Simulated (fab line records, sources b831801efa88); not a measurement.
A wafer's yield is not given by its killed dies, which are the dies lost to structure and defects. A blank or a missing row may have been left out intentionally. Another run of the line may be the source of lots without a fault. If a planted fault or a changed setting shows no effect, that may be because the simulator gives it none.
Which tool was responsible? -- flow gf180mcu -- 21 wafers from 7 lots sampled at 2 of the route's 602 steps

## WHAT EACH GAUGE READ, for each wafer
GF_DNWELL_TW_MEAS_09.
lot,measured,on,DNWELL_TW
L606,day 3 03:02,film metro-04,1696 1700 1706
L609,day 3 15:43,film metro-03,1353 1364 1360
L616,day 5 08:40,film metro-04,1691 1699 1697
L619,day 5 19:52,film metro-04,1363 1357 1353
L621,day 6 09:15,film metro-03,1364 1370 1357
L623,day 6 17:22,film metro-02,1367 1355 1356
L626,day 7 10:06,film metro-02,1378 1370 1365

## WHICH TOOL RAN EACH LOT (tool, then ch and the chambers of the sampled wafers, then the start)
lot,GF_DNWELL_IMPLANT_07
L606,"implanter-04 ch 0, day 3 02:30"
L609,"implanter-03 ch 0, day 3 15:30"
L616,"implanter-03 ch 0, day 5 08:06"
L619,"implanter-04 ch 0, day 5 19:39"
L621,"implanter-03 ch 0, day 6 09:00"
L623,"implanter-04 ch 0, day 6 17:07"
L626,"implanter-04 ch 0, day 7 09:51"
- GF_DNWELL_IMPLANT_07

## THE ANSWER, worked out from the rows above alone
Rule: usual is defined by the lots themselves. The widest of any qualifying gaps counts: lots, ordered by their means at a reading, are off when they make up no more than a third of the lots, leave a main group of 4 or more, and stand apart from it by 3 or more times the standard deviation of that group's means. If all means in a main group match to the digits the tables above print for the reading, that group is not used. Also off: a lot with no number at a reading for which 4 or more lots have one. The other lots that the step has rows for count as sound.
Off: at GF_DNWELL_TW_MEAS_09 (DNWELL_TW), L606, L616. Main group: mean 1362, sd 4.9.
A tool fits if, at a process step before that reading, it ran every lot that is off, and no sound lot after the first of them. The gauges at GF_DNWELL_TW_MEAS_09 are tried like those tools. None of those tried fits.

## WHAT WAS PUT IN BY THE SIMULATOR
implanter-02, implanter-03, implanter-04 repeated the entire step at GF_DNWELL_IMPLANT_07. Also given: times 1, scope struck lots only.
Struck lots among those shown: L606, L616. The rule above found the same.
